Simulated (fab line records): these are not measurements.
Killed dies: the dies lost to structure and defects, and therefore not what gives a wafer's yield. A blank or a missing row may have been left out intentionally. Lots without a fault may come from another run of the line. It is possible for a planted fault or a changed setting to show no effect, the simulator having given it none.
Chamber matching | flow gf180mcu | GF_V5_CMP_04 on cmp-01 has 4 sister chambers
The step polishes SiO2. 4 wafers are shown with their chamber, then 7 later ones without.

## EACH WAFER AND ITS CHAMBER
wafer  | chamber | motor_current_A (A)
L710.6 | 0       | 11.3
L721.1 | 1       | 11.5
L721.5 | 3       | 13.1
L722.5 | 2       | 11.6

## WAFERS WITHOUT THEIR CHAMBER
wafer  | motor_current_A (A)
L722.6 | 11.5
L723.1 | 12.2
L723.3 | 11.5
L723.4 | 12.8
L724.3 | 12.8
L724.4 | 12.1
L724.5 | 13.8

## EACH ONE'S CHAMBER
wafer  | from the rows above               | in truth
L722.6 | can't be placed: 1 or 2 or 0      | 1
L723.1 | can't be placed: 2 or 1 or 0 or 3 | 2
L723.3 | can't be placed: 1 or 2 or 0      | 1
L723.4 | 3                                 | 3
L724.3 | 3                                 | 3
L724.4 | can't be placed: 2 or 1 or 0 or 3 | 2
L724.5 | 3                                 | 3
Correctly placed: 3 of 7. Unplaceable from these rows: 4, with the true chamber sitting among the candidates in 4. Wrongly placed: 0.
How it was worked out, from the rows above alone: a wafer's distance from a chamber is the root of the sum, over the readings, of the square of ((its reading less the chamber's mean) divided by the reading's scatter). If the next closest chamber is less than 2 further off than the closest, the wafer can't be placed; otherwise it belongs to the closest. The mean given for a chamber averages the wafers shown for that chamber. The scatter (one wafer shown for each chamber): square how far every hidden wafer sits from the nearest shown wafer, average those squares and take the square root.
